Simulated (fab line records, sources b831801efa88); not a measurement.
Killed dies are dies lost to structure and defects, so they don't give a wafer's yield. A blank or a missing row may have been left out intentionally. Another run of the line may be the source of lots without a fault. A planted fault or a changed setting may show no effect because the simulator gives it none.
Chamber matching :: flow sky130 :: rie si-01 running SKY_FIELD_ISO_ETCH_17: 4 sister chambers
The step etches Si in HBr/Cl2/O2, target depth 342 nm, time 97.7 s. 16 wafers are shown with their chamber, then 8 later ones without.

## WAFERS PAIRED WITH THEIR CHAMBERS
wafer: L858.2
chamber: 3
drypump motor current A (A): 5.8
oes product au (a.u.): 0.995
bias w (W): 150.1

wafer: L858.3
chamber: 0
drypump motor current A (A): 5.2
oes product au (a.u.): 0.988
bias w (W): 149.6

wafer: L858.6
chamber: 0
drypump motor current A (A): 5.2
oes product au (a.u.): 0.997
bias w (W): 149.6

wafer: L859.1
chamber: 0
drypump motor current A (A): 5.1
oes product au (a.u.): 1.000
bias w (W): 149.8

wafer: L859.3
chamber: 1
drypump motor current A (A): 5.8
oes product au (a.u.): 0.985
bias w (W): 150.0

wafer: L859.6
chamber: 3
drypump motor current A (A): 5.8
oes product au (a.u.): 1.008
bias w (W): 150.3

wafer: L861.3
chamber: 1
drypump motor current A (A): 5.8
oes product au (a.u.): 1.000
bias w (W): 150.5

wafer: L861.4
chamber: 3
drypump motor current A (A): 5.9
oes product au (a.u.): 1.011
bias w (W): 150.4

wafer: L861.6
chamber: 0
drypump motor current A (A): 5.2
oes product au (a.u.): 1.003
bias w (W): 150.1

wafer: L862.1
chamber: 2
drypump motor current A (A): 5.0
oes product au (a.u.): 1.010
bias w (W): 150.3

wafer: L862.3
chamber: 1
drypump motor current A (A): 5.8
oes product au (a.u.): 0.997
bias w (W): 150.0

wafer: L862.4
chamber: 3
drypump motor current A (A): 5.9
oes product au (a.u.): 0.997
bias w (W): 150.0

wafer: L865.1
chamber: 2
drypump motor current A (A): 5.0
oes product au (a.u.): 1.009
bias w (W): 150.5

wafer: L865.2
chamber: 1
drypump motor current A (A): 5.8
oes product au (a.u.): 0.988
bias w (W): 150.1

wafer: L865.4
chamber: 3
drypump motor current A (A): 5.9
oes product au (a.u.): 1.005
bias w (W): 149.4

wafer: L869.4
chamber: 0
drypump motor current A (A): 5.1
oes product au (a.u.): 1.009
bias w (W): 149.7

SIGNATURES (averages over the wafers above)
reading: drypump motor current A
chamber 0: 5.160
chamber 1: 5.800
chamber 2: 5.000
chamber 3: 5.860
scatter within a chamber: 0.0447

reading: oes product au
chamber 0: 0.99940
chamber 1: 0.99250
chamber 2: 1.00950
chamber 3: 1.00320
scatter within a chamber: 0.007

reading: bias w
chamber 0: 149.760
chamber 1: 150.150
chamber 2: 150.400
chamber 3: 150.040
scatter within a chamber: 0.285
Rule: for a wafer and a chamber, the distance is found by dividing, reading by reading, the gap between the wafer's reading and the chamber's mean by the reading's scatter, squaring, summing and taking the root. If the next closest chamber is less than 2 further off than the closest, the wafer can't be placed; otherwise it belongs to the closest. How the scatter is found: for the shown wafers, subtract from each reading the mean of its chamber, square and add these, divide the total by (wafers less chambers), then take the root.

## WAFERS WITHOUT THEIR CHAMBER
wafer: L869.5
drypump motor current A (A): 5.8
oes product au (a.u.): 0.979
bias w (W): 149.6

wafer: L869.6
drypump motor current A (A): 5.0
oes product au (a.u.): 1.012
bias w (W): 151.0

wafer: L872.2
drypump motor current A (A): 5.7
oes product au (a.u.): 0.988
bias w (W): 150.7

wafer: L872.4
drypump motor current A (A): 5.0
oes product au (a.u.): 1.004
bias w (W): 150.0

wafer: L872.5
drypump motor current A (A): 5.0
oes product au (a.u.): 1.007
bias w (W): 150.0

wafer: L877.1
drypump motor current A (A): 5.8
oes product au (a.u.): 1.003
bias w (W): 150.2

wafer: L877.2
drypump motor current A (A): 5.1
oes product au (a.u.): 0.988
bias w (W): 149.6

wafer: L877.4
drypump motor current A (A): 5.8
oes product au (a.u.): 0.991
bias w (W): 150.6

## THE CHAMBER EACH PASSED THROUGH
wafer: L869.5
from the rows above: can't be placed: 1 or 3
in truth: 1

wafer: L869.6
from the rows above: 2
in truth: 2

wafer: L872.2
from the rows above: can't be placed: 1 or 3
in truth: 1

wafer: L872.4
from the rows above: 2
in truth: 2

wafer: L872.5
from the rows above: 2
in truth: 2

wafer: L877.1
from the rows above: can't be placed: 3 or 1
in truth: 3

wafer: L877.2
from the rows above: 0
in truth: 0

wafer: L877.4
from the rows above: can't be placed: 1 or 3
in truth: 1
Correctly placed: 4 of 8. Can't be placed from these rows: 4 (the true chamber is among the candidates in 4). Wrongly placed: 0.
